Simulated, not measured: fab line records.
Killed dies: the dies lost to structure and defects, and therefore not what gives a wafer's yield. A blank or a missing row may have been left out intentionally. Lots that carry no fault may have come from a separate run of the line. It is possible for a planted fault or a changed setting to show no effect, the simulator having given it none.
One fault through the eyes of 2 desks / flow sky130 / numbers are kept per desk, each desk with only its own; the story behind them comes last

## METROLOGY DESK
What the gauges read for every lot (on any tool): the sampled wafers with a number, averaged. If a lot's mean is further than 4 standard deviations from the usual mean, the lot is out of limits and carries the mark OUT (the distance appears in the brackets).
Columns: A = NWELL_OXIDATION_THK at SKY_NWELL_THK_MEAS_02, usual 9.99 nm; B = VT_ADJUST_NCORE_OVL at SKY_VT_ADJUST_NCORE_OVL_MEAS_08, usual -0.5 nm
lot=L185; first seen here=day 2 11:25; A=10.08; B=-1.1
lot=L188; first seen here=day 3 02:20; A=9.98; B=-1.0
lot=L190; first seen here=day 3 13:36; A=10.03; B=-1.0
lot=L191; first seen here=day 3 23:57; A=9.76; B=0.4
lot=L195; first seen here=day 4 17:02; A=9.93; B=0.2
lot=L199; first seen here=day 5 12:35; A=9.71; B=-0.4
lot=L201; first seen here=day 5 22:48; A=9.56; B=1.3
lot=L203; first seen here=day 6 09:46; A=9.64; B=-2.2
lot=L206; first seen here=day 7 04:03; A=9.83; B=-0.3
lot=L207; first seen here=day 7 12:47; A=10.23; B=-0.2
lot=L208; first seen here=day 7 16:56; A=9.93; B=-0.9
Finding of this desk: none of the 11 lots has anything out of limits.

## AT THE TOOL OWNER'S DESK: litho track-02
Per lot that ran on this tool, the mean of the sampled wafers carrying a number, from the tool's own readings at SKY_SONOS_ONO_SOFTBAKE_09 (time 60 s). If a lot's mean is further than 4 standard deviations from the usual mean, the lot is out of limits and carries the mark OUT (the distance appears in the brackets).
Columns: A = heater power total W at SKY_SONOS_ONO_SOFTBAKE_09, usual 56.60 W; B = plate temp C at SKY_SONOS_ONO_SOFTBAKE_09, usual 89.98 C
lot=L191; first seen here=day 14 09:41; A=56.60; B=89.92
lot=L195; first seen here=day 15 16:47; A=56.58; B=89.95
lot=L199; first seen here=day 16 17:17; A=60.64 (+86) OUT; B=94.43 (+34) OUT
lot=L201; first seen here=day 17 03:10; A=60.61 (+85) OUT; B=94.54 (+35) OUT
This desk's finding: out of limits on L199, L201; first on L199, day 16 17:17 (heater power total W at SKY_SONOS_ONO_SOFTBAKE_09). Within limits: L191, L195.

## ALL TOGETHER
On L199, L201, at day 16 17:17, an alarm was possible from the tool owner's desk.
The metrology desk saw nothing out of limits.
The metrology desk has L199, L201 on record, within its limits.
All the named lots went through SKY_SONOS_ONO_SOFTBAKE_09 on litho track-02.

## WHAT HAD BEEN PUT IN BY THE SIMULATOR
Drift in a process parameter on litho track-02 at SKY_SONOS_ONO_SOFTBAKE_09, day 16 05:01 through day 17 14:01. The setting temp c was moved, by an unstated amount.
Lots struck among those shown: L199, L201.
How many hours passed from the start of the fault until each desk's first out-of-limits reading: the tool owner's desk, 12.
